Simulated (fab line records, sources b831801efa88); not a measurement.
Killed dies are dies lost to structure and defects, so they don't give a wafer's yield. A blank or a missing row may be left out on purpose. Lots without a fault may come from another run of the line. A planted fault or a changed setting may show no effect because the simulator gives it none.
Chamber matching | flow gf180mcu | GF_STI_CMP_25 on cmp-01: 4 sister chambers
The step polishes, stops on Si3N4, t overpolish 33 s, target thk 524.6 nm. 4 wafers are shown with their chamber, then 11 later ones without.

WAFERS WITH THEIR CHAMBER
wafer  | chamber | motor_current_A (A)
L085.4 | 1       | 14.5
L086.1 | 3       | 12.8
L086.2 | 2       | 13.3
L088.4 | 0       | 13.4

WAFERS WITHOUT THEIR CHAMBER
wafer  | motor_current_A (A)
L088.5 | 14.0
L088.6 | 13.8
L089.3 | 13.6
L089.4 | 11.8
L089.6 | 12.6
L092.3 | 13.6
L092.4 | 13.9
L092.6 | 12.4
L093.1 | 14.3
L093.5 | 13.8
L093.6 | 12.5

WHICH CHAMBER EACH WENT THROUGH
wafer  | from the rows above               | in truth
L088.5 | can't be placed: 1 or 0 or 2 or 3 | 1
L088.6 | can't be placed: 0 or 2 or 1 or 3 | 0
L089.3 | can't be placed: 0 or 2 or 3 or 1 | 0
L089.4 | can't be placed: 3 or 2 or 0      | 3
L089.6 | can't be placed: 3 or 2 or 0      | 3
L092.3 | can't be placed: 0 or 2 or 3 or 1 | 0
L092.4 | can't be placed: 0 or 1 or 2 or 3 | 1
L092.6 | can't be placed: 3 or 2 or 0      | 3
L093.1 | can't be placed: 1 or 0 or 2      | 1
L093.5 | can't be placed: 0 or 2 or 1 or 3 | 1
L093.6 | can't be placed: 3 or 2 or 0      | 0
Placed correctly: 0 of 11. Can't be placed from these rows: 11 (the true chamber is among the candidates in 11). Placed wrongly: 0.
How it was worked out, from the rows above alone: a wafer's distance from a chamber is the root of the sum, over the readings, of the square of ((its reading less the chamber's mean) divided by the reading's scatter). The wafer belongs to the nearest chamber; if the next one is less than 2 further off, it can't be placed. A chamber's mean is the mean of its shown wafers. The scatter: with one shown wafer a chamber, the root of the mean of the squares of how far each hidden wafer lies from its nearest shown one.
